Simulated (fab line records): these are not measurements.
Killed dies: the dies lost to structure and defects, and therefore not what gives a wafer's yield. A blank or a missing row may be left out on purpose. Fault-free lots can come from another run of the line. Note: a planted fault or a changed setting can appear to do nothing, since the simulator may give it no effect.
Problem report, 8D (eight disciplines) form, completed by code || flow sky130 || the parts of the form that need people (team, actions taken, sign-off) are left out

## 1. PROBLEM STATEMENT
Mean SD_N_OVL at SKY_SD_N_OVL_MEAS_08: -140.9 nm over 6 wafers in 2 lots; fault-free wafers: 0.9 nm, standard deviation 1.3. So: -99 or more standard deviations from the usual mean.
Seen first at day 33 01:31 on overlay-02, wafer L659.1. At this step, 42 wafers from 14 lots have a number in the record. Rule for "out" (also "out of limits"): further than 4 standard deviations from the usual mean. The other wafers with a number count as sound.

## 2. WHAT THIS IS AND IS NOT
{"question": "which readings at this step", "is": "SD_N_OVL", "is not": "-"}
{"question": "which lots", "is": "L659, L661", "is not": "L645, L646, L647, L648, L649, L650, L652, L653, L656, L660, L662, L667"}
{"question": "which wafers of those lots", "is": "all that have a number", "is not": "-"}
{"question": "read on which gauges", "is": "overlay-02", "is not": "overlay-01"}
{"question": "when", "is": "from day 33 01:31", "is not": "up to then (27 sound wafers); but 9 sound wafers of L660, L662, L667 came after"}

## 3. THE SUSPECTS, EACH WITH WHAT RULES IT OUT
Counting: any tool at a process step up to the reading is kept as a suspect provided that every lot that is out went through it and no sound lot did after the first of them.
- the gauge at SKY_SD_N_OVL_MEAS_08: kept. All the wafers that are out were read on overlay-02, and no step on other tools shows them out.
- iline_stepper-02 at SKY_SD_N_EXPOSE_04 (exposes mask NSDM, target cd 380 nm): kept. It processed each lot that is out, first L659 at day 32 11:46, and no sound lot thereafter; up to then, the last sound lot it processed was L656 at day 31 12:01.
What counting leaves: iline_stepper-02 at SKY_SD_N_EXPOSE_04 and overlay-02 at SKY_SD_N_OVL_MEAS_08.

## 4. THE CAUSE (what the simulator had put in)
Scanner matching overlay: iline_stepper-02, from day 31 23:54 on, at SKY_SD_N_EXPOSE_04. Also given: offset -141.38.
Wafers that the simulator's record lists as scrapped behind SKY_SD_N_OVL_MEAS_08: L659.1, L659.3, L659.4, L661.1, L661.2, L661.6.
Of the 2 suspects that counting leaves, this tool is one.

## 5. SEQUENCE OF EFFECTS, ordered by route
Each row: a reading whose mean over the struck wafers that have a number lies more than 3 standard deviations from the usual. Scope: only readings with a usual standard deviation given in the record; hours: median across lots of the time from each lot's start at the first step in this table that gives one to its start at this step; sigmas: change in usual standard deviations.
{"hours": 0, "step": "SKY_SD_N_OVL_MEAS_08", "reading": "SD_N_OVL", "usual": "0.9 nm", "on struck wafers": -140.9, "change": -141.8, "sigmas": "-99 or more"}

## 6. WHAT WOULD HAVE CAUGHT IT SOONER
The first out-of-limits reading at a measuring or inspecting step in this record came at day 33 01:31, 26 hours after the fault's start at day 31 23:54.
By day 33 01:31 the whole set of lots that are out, 2 in number, had already begun SKY_SD_N_EXPOSE_04 on iline_stepper-02. None of them would have been spared by holding the tool at that moment.
